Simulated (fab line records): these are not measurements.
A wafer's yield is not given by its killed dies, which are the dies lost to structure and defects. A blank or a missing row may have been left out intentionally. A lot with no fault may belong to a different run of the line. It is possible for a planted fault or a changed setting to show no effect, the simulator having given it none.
Which tool did it?    flow gf180mcu    14 lots (42 wafers sampled), 1 step of a 602-step route

WHAT THE GAUGES READ, wafer by wafer
GF_VT_IMPLANT_OVL_MEAS_29. Usual: VT_IMPLANT_02_OVL -1.1 nm, standard deviation 1.2.
lot   measured      on          VT_IMPLANT_02_OVL (nm)  flag
L400  day 7 04:47   overlay-01  0.3 -1.9 -1.5           
L401  day 7 13:02   overlay-01  -1.6 -1.5 -1.0          
L403  day 8 00:36   overlay-02  -0.8 -1.0 -0.5          
L404  day 8 04:05   overlay-02  -0.9 -1.8 -1.7          
L405  day 8 13:17   overlay-02  -1.6 -3.2 -1.6          
L406  day 8 20:17   overlay-01  -0.8 -1.1 0.1           
L407  day 9 03:59   overlay-01  -1.9 -0.9 -3.1          
L410  day 10 01:36  overlay-01  -1.4 -2.6 -2.8          
L414  day 11 03:03  overlay-02  -1.1 -0.7 -1.5          
L417  day 11 18:51  overlay-01  0.2 0.6 -1.1            
L419  day 12 05:53  overlay-01  -2.7 -1.9 -2.3          
L420  day 12 14:59  overlay-01  -0.4 -0.7 -1.2          
L421  day 12 20:18  overlay-02  -0.9 -1.7 -3.0          
L422  day 13 02:38  overlay-01  -0.1 -0.6 -1.1          

WHICH TOOL RAN EACH LOT (tool, then ch and the chambers of the sampled wafers, then the start)
Record: no process step prior to these readings.

AS READ BY THE TOOLS THEMSELVES (means over the sampled wafers that have a number; for cases with no such wafer, the mark the record gives instead)
The record holds no such reading with a usual standard deviation.

THE ANSWER, worked out from the rows above alone
Rule: lot off if the mean of its wafers having a number is beyond 3 standard deviations from the usual mean. Also off: a lot with no number at a reading for which 4 or more lots have one. All remaining lots with rows at the step are treated as sound. After the gauges, taken in route order, come the tools' own readings; for these a lot's mean is taken, as printed above. The first step at which some lot is off is used, and at that step the reading that is off furthest; a lot without a number counts as furthest.
No lot is off at any reading shown: from this, nothing can be told.

WHAT WAS PUT IN BY THE SIMULATOR
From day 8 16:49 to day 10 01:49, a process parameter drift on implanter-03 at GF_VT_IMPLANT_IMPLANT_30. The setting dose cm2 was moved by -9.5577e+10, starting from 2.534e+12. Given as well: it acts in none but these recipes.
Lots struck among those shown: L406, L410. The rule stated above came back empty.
